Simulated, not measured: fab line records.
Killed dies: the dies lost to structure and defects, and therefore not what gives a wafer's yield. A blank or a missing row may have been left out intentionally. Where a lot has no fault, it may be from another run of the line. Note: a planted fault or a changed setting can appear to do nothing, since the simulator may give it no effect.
Which tool was responsible? :: flow gf180mcu :: 12 lots with 36 wafers sampled at 7 steps, on a route of 602 steps

== WHAT EACH GAUGE READ, for each wafer ==
GF_VT_IMPLANT_OVL_MEAS_18. Usual: VT_IMPLANT_01_OVL 0.1 nm, standard deviation 1.2.
lot: L391
measured: day 7 12:17
on: overlay-02
VT_IMPLANT_01_OVL (nm): 2.0 -1.6 0.6
flag: 

lot: L392
measured: day 7 15:17
on: overlay-02
VT_IMPLANT_01_OVL (nm): -1.8 -0.6 -3.5
flag: 

lot: L400
measured: day 9 14:33
on: overlay-01
VT_IMPLANT_01_OVL (nm): 0.1 0.8 0.6
flag: 

lot: L401
measured: day 9 20:59
on: overlay-01
VT_IMPLANT_01_OVL (nm): 0.4 1.4 1.4
flag: 

lot: L402
measured: day 10 01:55
on: overlay-01
VT_IMPLANT_01_OVL (nm): 0.3 -0.2 -0.3
flag: 

lot: L403
measured: day 10 10:20
on: overlay-01
VT_IMPLANT_01_OVL (nm): 1.3 0.5 -0.3
flag: 

lot: L404
measured: day 10 18:21
on: overlay-01
VT_IMPLANT_01_OVL (nm): 0.9 -0.8 -1.7
flag: 

lot: L406
measured: day 11 18:23
on: overlay-02
VT_IMPLANT_01_OVL (nm): 0.6 -0.3 -0.7
flag: 

lot: L407
measured: day 11 19:56
on: overlay-02
VT_IMPLANT_01_OVL (nm): -0.2 -0.3 -2.0
flag: 

lot: L408
measured: day 11 23:03
on: overlay-02
VT_IMPLANT_01_OVL (nm): -0.3 2.4 2.2
flag: 

lot: L409
measured: day 12 06:14
on: overlay-01
VT_IMPLANT_01_OVL (nm): 1.0 -1.6 -0.4
flag: 

lot: L410
measured: day 12 13:46
on: overlay-01
VT_IMPLANT_01_OVL (nm): 0.6 -0.5 1.2
flag: 

GF_VT_IMPLANT_TW_MEAS_21. Usual: VT_IMPLANT_2_TW 1220, standard deviation 8.7.
lot: L391
measured: day 7 12:34
on: filmMetro-04
VT_IMPLANT_2_TW: 1237 1222 1227
flag: 

lot: L392
measured: day 7 15:35
on: filmMetro-04
VT_IMPLANT_2_TW: 1230 1227 1221
flag: 

lot: L400
measured: day 9 14:50
on: filmMetro-03
VT_IMPLANT_2_TW: 1214 1213 1208
flag: 

lot: L401
measured: day 9 21:17
on: filmMetro-04
VT_IMPLANT_2_TW: 1229 1219 1218
flag: 

lot: L402
measured: day 10 02:13
on: filmMetro-04
VT_IMPLANT_2_TW: 1229 1229 1234
flag: 

lot: L403
measured: day 10 10:37
on: filmMetro-04
VT_IMPLANT_2_TW: 1233 1230 1227
flag: 

lot: L404
measured: day 10 18:39
on: filmMetro-01
VT_IMPLANT_2_TW: 1208 1204 1207
flag: 

lot: L406
measured: day 11 18:41
on: filmMetro-01
VT_IMPLANT_2_TW: 1213 1208 1212
flag: 

lot: L407
measured: day 11 20:13
on: filmMetro-01
VT_IMPLANT_2_TW: 1217 1211 1211
flag: 

lot: L408
measured: day 11 23:20
on: filmMetro-03
VT_IMPLANT_2_TW: 1214 1221 1216
flag: 

lot: L409
measured: day 12 06:31
on: filmMetro-01
VT_IMPLANT_2_TW: 1207 1213 1212
flag: 

lot: L410
measured: day 12 14:03
on: filmMetro-03
VT_IMPLANT_2_TW: 1221 1214 1216
flag: 

GF_HV_LDD_CD_MEAS_19: the cd target is 400 nm. Usual: cdNm 399.5 nm, standard deviation 2.4.
lot: L391
measured: day 12 03:17
on: cdSem-02
cdNm (nm): - - -
flag: OFF

lot: L392
measured: day 12 09:19
on: cdSem-02
cdNm (nm): - - -
flag: OFF

lot: L400
measured: day 14 19:55
on: cdSem-02
cdNm (nm): 394.8 396.7 396.0
flag: 

lot: L401
measured: day 15 01:40
on: cdSem-02
cdNm (nm): 398.5 397.2 397.2
flag: 

lot: L402
measured: day 15 08:08
on: cdSem-01
cdNm (nm): 398.3 397.4 399.8
flag: 

lot: L403
measured: day 15 17:16
on: cdSem-01
cdNm (nm): 404.5 403.7 403.1
flag: 

lot: L404
measured: day 16 02:08
on: cdSem-01
cdNm (nm): 404.8 404.4 403.9
flag: 

lot: L406
measured: day 17 09:01
on: cdSem-02
cdNm (nm): 399.2 399.5 399.6
flag: 

lot: L407
measured: day 17 13:31
on: cdSem-01
cdNm (nm): 393.7 394.4 394.5
flag: 

lot: L408
measured: day 17 16:43
on: cdSem-01
cdNm (nm): 398.6 397.2 396.8
flag: 

lot: L409
measured: day 17 21:34
on: cdSem-02
cdNm (nm): 398.8 398.2 399.8
flag: 

lot: L410
measured: day 18 05:44
on: cdSem-02
cdNm (nm): 402.3 401.8 399.6
flag: 

GF_HV_LDD_TW_MEAS_38. Usual: HV_LDD_3_TW 1439, standard deviation 9.6.
lot: L391
measured: day 12 23:32
on: filmMetro-01
HV_LDD_3_TW: 1583 1585 1585
flag: OFF

lot: L392
measured: day 13 04:59
on: filmMetro-04
HV_LDD_3_TW: 1618 1617 1626
flag: OFF

lot: L400
measured: day 15 18:26
on: filmMetro-02
HV_LDD_3_TW: 1438 1448 1444
flag: 

lot: L401
measured: day 16 00:04
on: filmMetro-02
HV_LDD_3_TW: 1433 1450 1444
flag: 

lot: L402
measured: day 16 07:11
on: filmMetro-02
HV_LDD_3_TW: 1442 1444 1435
flag: 

lot: L403
measured: day 16 16:28
on: filmMetro-01
HV_LDD_3_TW: 1439 1436 1426
flag: 

lot: L404
measured: day 17 01:47
on: filmMetro-02
HV_LDD_3_TW: 1431 1441 1433
flag: 

lot: L406
measured: day 18 10:38
on: filmMetro-02
HV_LDD_3_TW: 1433 1436 1426
flag: 

lot: L407
measured: day 18 14:11
on: filmMetro-01
HV_LDD_3_TW: 1439 1421 1430
flag: 

lot: L408
measured: day 18 17:05
on: filmMetro-01
HV_LDD_3_TW: 1431 1427 1430
flag: 

lot: L409
measured: day 18 22:44
on: filmMetro-02
HV_LDD_3_TW: 1442 1437 1431
flag: 

lot: L410
measured: day 19 07:25
on: filmMetro-02
HV_LDD_3_TW: 1436 1434 1432
flag: 

GF_HV_LDD_TW_MEAS_50. Usual: HV_LDD_4_TW 570, standard deviation 4.1.
lot: L391
measured: day 13 19:58
on: filmMetro-01
HV_LDD_4_TW: 1105 1104 1107
flag: OFF

lot: L392
measured: day 14 00:44
on: filmMetro-01
HV_LDD_4_TW: 1096 1092 1098
flag: OFF

lot: L400
measured: day 16 16:56
on: filmMetro-01
HV_LDD_4_TW: 569 567 567
flag: 

lot: L401
measured: day 16 22:56
on: filmMetro-01
HV_LDD_4_TW: 569 570 568
flag: 

lot: L402
measured: day 17 06:09
on: filmMetro-01
HV_LDD_4_TW: 568 564 565
flag: 

lot: L403
measured: day 17 15:47
on: filmMetro-02
HV_LDD_4_TW: 568 569 569
flag: 

lot: L404
measured: day 18 01:32
on: filmMetro-01
HV_LDD_4_TW: 568 567 567
flag: 

lot: L406
measured: day 19 11:07
on: filmMetro-01
HV_LDD_4_TW: 567 565 565
flag: 

lot: L407
measured: day 19 13:56
on: filmMetro-04
HV_LDD_4_TW: 570 569 571
flag: 

lot: L408
measured: day 19 18:39
on: filmMetro-01
HV_LDD_4_TW: 568 567 568
flag: 

lot: L409
measured: day 19 23:19
on: filmMetro-02
HV_LDD_4_TW: 566 570 571
flag: 

lot: L410
measured: day 20 07:31
on: filmMetro-01
HV_LDD_4_TW: 566 569 567
flag: 

== WHAT TOOL EACH LOT RAN ON (gives the tool, then ch and the chambers of the sampled wafers, and finally the start) ==
lot: L391
GF_VT_IMPLANT_RTA_45: rtpAnneal-01 ch 0, day 8 21:23
GF_HV_LDD_COAT_14: lithoTrack-04, day 11 17:52

lot: L392
GF_VT_IMPLANT_RTA_45: rtpAnneal-02 ch 0, day 9 00:50
GF_HV_LDD_COAT_14: lithoTrack-02, day 11 23:29

lot: L400
GF_VT_IMPLANT_RTA_45: rtpAnneal-02 ch 0, day 11 02:57
GF_HV_LDD_COAT_14: lithoTrack-01 ch 0, day 14 09:31

lot: L401
GF_VT_IMPLANT_RTA_45: rtpAnneal-02 ch 0, day 11 09:41
GF_HV_LDD_COAT_14: lithoTrack-04 ch 0, day 14 15:19

lot: L402
GF_VT_IMPLANT_RTA_45: rtpAnneal-02 ch 0, day 11 14:35
GF_HV_LDD_COAT_14: lithoTrack-01 ch 0, day 14 21:16

lot: L403
GF_VT_IMPLANT_RTA_45: rtpAnneal-02 ch 0, day 11 22:17
GF_HV_LDD_COAT_14: lithoTrack-01 ch 0, day 15 06:05

lot: L404
GF_VT_IMPLANT_RTA_45: rtpAnneal-02 ch 0, day 12 07:53
GF_HV_LDD_COAT_14: lithoTrack-04 ch 0, day 15 14:58

lot: L406
GF_VT_IMPLANT_RTA_45: rtpAnneal-02 ch 0, day 13 09:02
GF_HV_LDD_COAT_14: lithoTrack-02 ch 0, day 16 21:40

lot: L407
GF_VT_IMPLANT_RTA_45: rtpAnneal-01 ch 0, day 13 11:32
GF_HV_LDD_COAT_14: lithoTrack-01 ch 0, day 17 01:44

lot: L408
GF_VT_IMPLANT_RTA_45: rtpAnneal-02 ch 0, day 13 14:37
GF_HV_LDD_COAT_14: lithoTrack-01 ch 0, day 17 04:37

lot: L409
GF_VT_IMPLANT_RTA_45: rtpAnneal-01 ch 0, day 13 23:10
GF_HV_LDD_COAT_14: lithoTrack-04 ch 0, day 17 09:55

lot: L410
GF_VT_IMPLANT_RTA_45: rtpAnneal-01 ch 0, day 14 06:02
GF_HV_LDD_COAT_14: lithoTrack-01 ch 0, day 17 17:59
- GF_VT_IMPLANT_RTA_45: time 30 s.
- GF_HV_LDD_COAT_14: resist thk 1000 nm.

== AS READ BY THE TOOLS THEMSELVES (means over the sampled wafers that have a number; for cases with no such wafer, the mark the record gives instead) ==
GF_VT_IMPLANT_RTA_45. Usual: lampPowerPct 37.0 %, standard deviation 1.4; wafer_temp_C_max 1054.4, standard deviation 1.1.
lot: L391
tool: rtpAnneal-01
lampPowerPct (%): 35.6
wafer_temp_C_max: 1055.1
flag: 

lot: L392
tool: rtpAnneal-02
lampPowerPct (%): 38.5
wafer_temp_C_max: 1053.7
flag: 

lot: L400
tool: rtpAnneal-02
lampPowerPct (%): 38.5
wafer_temp_C_max: 1054.1
flag: 

lot: L401
tool: rtpAnneal-02
lampPowerPct (%): 38.5
wafer_temp_C_max: 1053.4
flag: 

lot: L402
tool: rtpAnneal-02
lampPowerPct (%): 38.5
wafer_temp_C_max: 1054.0
flag: 

lot: L403
tool: rtpAnneal-02
lampPowerPct (%): 38.6
wafer_temp_C_max: 1053.5
flag: 

lot: L404
tool: rtpAnneal-02
lampPowerPct (%): 38.5
wafer_temp_C_max: 1054.7
flag: 

lot: L406
tool: rtpAnneal-02
lampPowerPct (%): 38.5
wafer_temp_C_max: 1053.6
flag: 

lot: L407
tool: rtpAnneal-01
lampPowerPct (%): 35.6
wafer_temp_C_max: 1054.5
flag: 

lot: L408
tool: rtpAnneal-02
lampPowerPct (%): 38.5
wafer_temp_C_max: 1052.8
flag: 

lot: L409
tool: rtpAnneal-01
lampPowerPct (%): 35.6
wafer_temp_C_max: 1055.1
flag: 

lot: L410
tool: rtpAnneal-01
lampPowerPct (%): 35.6
wafer_temp_C_max: 1055.9
flag: 

GF_HV_LDD_COAT_14. Usual: chillPlateTempC 23.02 C, standard deviation 0.1; dispensePressureKPa 49 kPa, standard deviation 3.2.
lot: L391
tool: lithoTrack-04
chillPlateTempC (C): -
dispensePressureKPa (kPa): -
flag: OFF

lot: L392
tool: lithoTrack-02
chillPlateTempC (C): -
dispensePressureKPa (kPa): -
flag: OFF

lot: L400
tool: lithoTrack-01
chillPlateTempC (C): 23.00
dispensePressureKPa (kPa): 49
flag: 

lot: L401
tool: lithoTrack-04
chillPlateTempC (C): 23.00
dispensePressureKPa (kPa): 52
flag: 

lot: L402
tool: lithoTrack-01
chillPlateTempC (C): 22.93
dispensePressureKPa (kPa): 49
flag: 

lot: L403
tool: lithoTrack-01
chillPlateTempC (C): 22.96
dispensePressureKPa (kPa): 49
flag: 

lot: L404
tool: lithoTrack-04
chillPlateTempC (C): 23.06
dispensePressureKPa (kPa): 52
flag: 

lot: L406
tool: lithoTrack-02
chillPlateTempC (C): 23.01
dispensePressureKPa (kPa): 44
flag: 

lot: L407
tool: lithoTrack-01
chillPlateTempC (C): 22.98
dispensePressureKPa (kPa): 49
flag: 

lot: L408
tool: lithoTrack-01
chillPlateTempC (C): 22.92
dispensePressureKPa (kPa): 49
flag: 

lot: L409
tool: lithoTrack-04
chillPlateTempC (C): 22.85
dispensePressureKPa (kPa): 52
flag: 

lot: L410
tool: lithoTrack-01
chillPlateTempC (C): 23.00
dispensePressureKPa (kPa): 49
flag: 

== THE ANSWER, worked out from the rows above alone ==
Rule: take the mean of a lot's wafers that have a number; if it is more than 3 standard deviations from the usual mean, the lot is off. A lot without any number at a reading at which 4 lots or more have one is off too. Where the step has rows for the other lots, those lots are counted as sound. The gauges are gone through in route order, then the tools' own readings, and for those a lot's mean is taken as printed above. The first step at which some lot is off is used, and at that step the reading that is off furthest; a lot without a number counts as furthest.
Off: L391, L392 (GF_HV_LDD_CD_MEAS_19, cdNm). Without a number there: L391, L392.
If a tool, at a process step before that reading, ran all the lots that are off and no sound lot after the first of them, it fits. The gauges at GF_HV_LDD_CD_MEAS_19 aren't tried: what is off there is off at GF_HV_LDD_TW_MEAS_38 too, on other tools, and a gauge's error can't cause that. No candidate that was tried fits.

== WHAT WAS PUT IN BY THE SIMULATOR ==
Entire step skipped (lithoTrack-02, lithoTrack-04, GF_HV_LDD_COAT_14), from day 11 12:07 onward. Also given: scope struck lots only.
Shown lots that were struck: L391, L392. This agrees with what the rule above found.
